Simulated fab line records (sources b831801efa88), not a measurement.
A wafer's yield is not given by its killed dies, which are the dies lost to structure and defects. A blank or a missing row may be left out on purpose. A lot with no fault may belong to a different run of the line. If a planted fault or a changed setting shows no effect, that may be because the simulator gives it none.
Which tool did it?	flow gf180mcu	Sampling: 6 lots, 18 wafers, 3 of 602 route steps

## WHAT EACH GAUGE READ, for each wafer
GF_TOP_METAL_THK_MEAS_06: measures by xrf.
lot	measured	on	TOP_METAL_ALCU_THK (nm)
L998	day 27 22:00	film_metro-02	917 918 929
L102	day 29 01:34	film_metro-01	913 923 911
L106	day 30 06:29	film_metro-04	915 912 896
L113	day 32 15:49	film_metro-04	894 907 890
L115	day 33 02:21	film_metro-02	915 913 913
L117	day 33 10:19	film_metro-02	903 917 920

## TOOL THAT RAN EACH LOT (tool first, then ch and the chambers of the sampled wafers, then the start)
lot	GF_M2_METAL_ETCH_16	GF_V5_ETCH_16
L998	rie_metal-02 ch 0,1, day 19 23:18	rie_diel-02 ch 0,2,3, day 27 20:15
L102	rie_metal-02 ch 0,1, day 21 11:47	rie_diel-01 ch 0,1, day 28 23:47
L106	rie_metal-02 ch 0,1, day 22 20:35	rie_diel-03 ch 0,1, day 30 04:15
L113	rie_metal-01 ch 0, day 25 21:08	rie_diel-01 ch 0,2,3, day 32 14:06
L115	rie_metal-02 ch 0,1, day 26 11:25	rie_diel-01 ch 1,3, day 33 00:33
L117	rie_metal-04 ch 0,1, day 26 19:56	rie_diel-01 ch 0,1,3, day 33 08:36
- GF_M2_METAL_ETCH_16: etches the open film in Cl2/BCl3, stops on SiO2, target depth 750.8 nm, time 125.1 s.
- GF_V5_ETCH_16: etches BARC in N2/H2.

## THE ANSWER, worked out from the rows above alone
Rule: the lots themselves supply what counts as usual. Put in order of their means at a reading, lots are off if they are a third of the lots or fewer, leave a main group of 4 or more, and stand apart from it by a gap of 3 or more times the standard deviation of the main group's means; of several such gaps the widest counts. The tables above print the reading to a certain number of digits; a main group whose means all agree to those digits is not used. Also off: a lot with no number at a reading for which 4 or more lots have one. All remaining lots with rows at the step are treated as sound.
Across all readings shown, no lot is off: no conclusion can be drawn from this.

## WHAT HAD BEEN PUT IN BY THE SIMULATOR
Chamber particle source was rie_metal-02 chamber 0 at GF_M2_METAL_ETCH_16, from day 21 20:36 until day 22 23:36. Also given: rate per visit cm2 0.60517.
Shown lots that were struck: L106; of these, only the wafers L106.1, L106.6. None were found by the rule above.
